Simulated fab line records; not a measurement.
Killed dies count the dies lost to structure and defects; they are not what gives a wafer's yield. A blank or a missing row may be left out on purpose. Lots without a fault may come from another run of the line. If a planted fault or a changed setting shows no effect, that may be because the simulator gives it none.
Chamber matching / flow gf180mcu / pecvd-02 running GF_V4_CVD_02: 3 sister chambers
The step deposits SiO2 from TEOS, target thk 850 nm, time 94.851 s. 3 wafers are shown with their chamber, then 11 later ones without.

WAFERS WITH THEIR CHAMBER
wafer=L087.1; chamber=2; heaterPowerW (W)=682
wafer=L087.5; chamber=1; heaterPowerW (W)=613
wafer=L088.1; chamber=0; heaterPowerW (W)=593

WAFERS WITH NO CHAMBER GIVEN
wafer=L088.2; heaterPowerW (W)=664
wafer=L088.3; heaterPowerW (W)=697
wafer=L092.3; heaterPowerW (W)=667
wafer=L092.4; heaterPowerW (W)=683
wafer=L092.5; heaterPowerW (W)=809
wafer=L095.2; heaterPowerW (W)=669
wafer=L095.3; heaterPowerW (W)=666
wafer=L095.5; heaterPowerW (W)=711
wafer=L096.3; heaterPowerW (W)=683
wafer=L096.4; heaterPowerW (W)=705
wafer=L096.5; heaterPowerW (W)=702

WHICH CHAMBER EACH WENT THROUGH
wafer=L088.2; from the rows above=can't be placed: 2 or 1 or 0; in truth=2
wafer=L088.3; from the rows above=can't be placed: 2 or 1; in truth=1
wafer=L092.3; from the rows above=can't be placed: 2 or 1 or 0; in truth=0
wafer=L092.4; from the rows above=can't be placed: 2 or 1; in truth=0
wafer=L092.5; from the rows above=can't be placed: 2 or 1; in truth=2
wafer=L095.2; from the rows above=can't be placed: 2 or 1 or 0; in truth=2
wafer=L095.3; from the rows above=can't be placed: 2 or 1 or 0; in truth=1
wafer=L095.5; from the rows above=can't be placed: 2 or 1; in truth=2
wafer=L096.3; from the rows above=can't be placed: 2 or 1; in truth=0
wafer=L096.4; from the rows above=can't be placed: 2 or 1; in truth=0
wafer=L096.5; from the rows above=can't be placed: 2 or 1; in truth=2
0 of 11 placed correctly. Can't be placed from these rows: 11 (the true chamber is among the candidates in 8). Wrongly placed: 0.
How it was worked out, from the rows above alone: a wafer's distance from a chamber is the root of the sum, over the readings, of the square of ((its reading less the chamber's mean) divided by the reading's scatter). If the next closest chamber is less than 2 further off than the closest, the wafer can't be placed; otherwise it belongs to the closest. For every chamber, the mean is computed from those of its wafers that are shown. The scatter (one wafer shown for each chamber): square how far every hidden wafer sits from the nearest shown wafer, average those squares and take the square root.
